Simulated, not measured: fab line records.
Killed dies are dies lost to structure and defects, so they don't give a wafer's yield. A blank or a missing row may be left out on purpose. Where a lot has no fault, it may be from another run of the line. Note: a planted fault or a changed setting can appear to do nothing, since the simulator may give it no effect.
Matching of chambers ; flow sky130 ; SKY_CONTACT_ETCH_17 on rie_diel-01: 4 sister chambers
The step etches SiO2 in C4F8/O2/Ar, stops on Si3N4, target depth 340 nm. 14 wafers are shown with their chamber, then 7 later ones without.

== WAFERS PAIRED WITH THEIR CHAMBERS ==
wafer;chamber;rf_fwd_power_W (W);oes_product_au (a.u.)
L925.1;3;1491;0.896
L925.5;2;1490;0.893
L925.6;1;1484;0.887
L928.2;1;1497;0.897
L928.3;0;1484;0.895
L928.4;3;1496;0.891
L929.2;0;1487;0.894
L929.5;2;1476;0.890
L929.6;1;1491;0.888
L930.1;2;1485;0.894
L930.2;0;1488;0.889
L930.6;2;1485;0.893
L932.2;3;1499;0.898
L932.4;0;1488;0.893

SIGNATURES (means of the wafers above)
reading;chamber 0;chamber 1;chamber 2;chamber 3;scatter within a chamber
rf_fwd_power_W;1486.75;1490.67;1484.00;1495.33;4.8
oes_product_au;0.89275;0.89067;0.89250;0.89500;0.00341
Rule: for a wafer and a chamber, the distance is found by dividing, reading by reading, the gap between the wafer's reading and the chamber's mean by the reading's scatter, squaring, summing and taking the root. If the next closest chamber is less than 2 further off than the closest, the wafer can't be placed; otherwise it belongs to the closest. How the scatter is found: for the shown wafers, subtract from each reading the mean of its chamber, square and add these, divide the total by (wafers less chambers), then take the root.

== WAFERS WITH NO CHAMBER GIVEN ==
wafer;rf_fwd_power_W (W);oes_product_au (a.u.)
L932.6;1483;0.902
L941.1;1489;0.888
L941.3;1487;0.893
L941.4;1479;0.892
L945.4;1489;0.892
L945.5;1491;0.891
L945.6;1494;0.891

== EACH ONE'S CHAMBER ==
wafer;from the rows above;in truth
L932.6;can't be placed: 2 or 0 or 3 or 1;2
L941.1;can't be placed: 1 or 0 or 2 or 3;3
L941.3;can't be placed: 0 or 2 or 1 or 3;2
L941.4;can't be placed: 2 or 0 or 1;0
L945.4;can't be placed: 0 or 1 or 2 or 3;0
L945.5;can't be placed: 1 or 0 or 3 or 2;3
L945.6;can't be placed: 1 or 3 or 0 or 2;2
0 of 7 placed correctly. Can't be placed from these rows: 7 (the true chamber is among the candidates in 7). Number placed wrongly: 0.
